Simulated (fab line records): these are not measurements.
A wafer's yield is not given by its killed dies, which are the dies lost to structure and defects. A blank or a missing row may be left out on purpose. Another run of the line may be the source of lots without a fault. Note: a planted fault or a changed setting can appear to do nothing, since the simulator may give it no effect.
Comparing a struck lot with a sound one ; flow sky130 ; 15 out of 708 route steps
Sound: these wafers, L453.4, L453.5, L453.6. Wafers struck: L470.1, L470.2, L470.4. The cause comes at the end.
For every step that has rows: the tool of each side, followed by ch and its chambers, followed by its first start. Under that, the readings that differ: sound wafers ; struck wafers ; difference of the means ; sigmas: that difference in standard deviations of wafers without a fault.
alike: readings with means less than 2 such deviations apart, plus words and numbers identical on both sides. not compared: withheld readings, readings lacking a value on some wafer, bounds such as >300 that could conceal the same value, and numbers that have no deviation in the record and whose values overlap.
The two part at a step that has a row with sigmas, a row that says differs or no value, or rows on one side only. When numbers do not overlap yet have no deviation, they are printed without sigmas and do not part them. Lack of a reading on every wafer of one side parts them only where that side has two or more wafers.

first, 2 steps without rows for these wafers: SKY_LOCAL_INTERCONNECT_CLEAN_17 (cleans in IPA, time 180 s); SKY_LOCAL_INTERCONNECT_CLEAN_18 (cleans in O3/DIW).
SKY_CONTACT_CVD_00: deposits Si3N4, target thk 75 nm.
  sound on pecvd-04 ch 0,1, day 31 20:34; struck on pecvd-01 ch 1,2, day 37 00:22
  alike: heater_power_w
SKY_CONTACT_THK_MEAS_01:
  sound: film_metro-01 at day 31 20:38; struck: film_metro-03 at day 37 00:23
  alike: CONTACT_CVD_00_THK
then, 1 step without rows for these wafers: SKY_CONTACT_HDPCVD_02 (deposits SiO2, target thk 565 nm, time 94.2 s).
SKY_CONTACT_THK_MEAS_03:
  sound: film_metro-04 at day 31 20:46; struck: film_metro-01 at day 37 00:31
  alike: CONTACT_HDPCVD_THK
SKY_CONTACT_CMP_04: polishes SiO2.
  sound on cmp-02 ch 0,1, day 31 20:50; struck on cmp-01 ch 1,2,3, day 37 00:38
  alike: motor_current_A, retaining_ring_pressure_frac, time_to_endpoint_s
SKY_CONTACT_BOW_MEAS_05:
  sound: film_metro-03 at day 31 21:09; struck: film_metro-03 at day 37 00:53
  alike: CONTACT_BOW
then, 4 steps without rows for these wafers: SKY_CONTACT_DEHYDRATE_06 (time 60 s); SKY_CONTACT_HMDS_07 (prime time 60 s); SKY_CONTACT_COAT_08 (resist thk 60 nm); SKY_CONTACT_COAT_09 (resist thk 450 nm).
SKY_CONTACT_SOFTBAKE_10: time 90 s.
  sound on litho_track-01 ch 0, day 32 11:00; struck on litho_track-01 ch 0, day 37 14:00
reading;sound;struck;difference;sigmas
heater_power_total_W (W);57.22 57.46 57.39;56.40 56.19 56.42;-1.02;-9
plate_temp_C (C);99.95 99.95 99.98;98.71 98.54 98.61;-1.34;-10
then, 1 step without rows for these wafers: SKY_CONTACT_EXPOSE_11 (exposes mask CTM1, target cd 170 nm).
-- the record jumps here: 13 days lie between the struck wafers' starts before and after (it left off in module CONTACT and takes up again in module PAD_OPEN, whose first step shown is number 708 of the route) --
SKY_PAD_OPEN_PROBE_99:
  sound: prober-02 at day 46 20:06; struck: prober-01 at day 50 12:35
  alike: killed_at_M0_to_M3, killed_at_M4_up, killed_at_contacts, killed_at_front_end, killed_at_other, killed_dies, killed_open, killed_short

## WHERE THEY PART
Only at SKY_CONTACT_SOFTBAKE_10, within this record. Later steps at which nothing parts them and some readings are alike: SKY_PAD_OPEN_PROBE_99.

WHY: whatever the simulator had introduced
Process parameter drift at SKY_CONTACT_SOFTBAKE_10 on litho_track-01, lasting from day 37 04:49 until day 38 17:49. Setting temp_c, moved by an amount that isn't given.
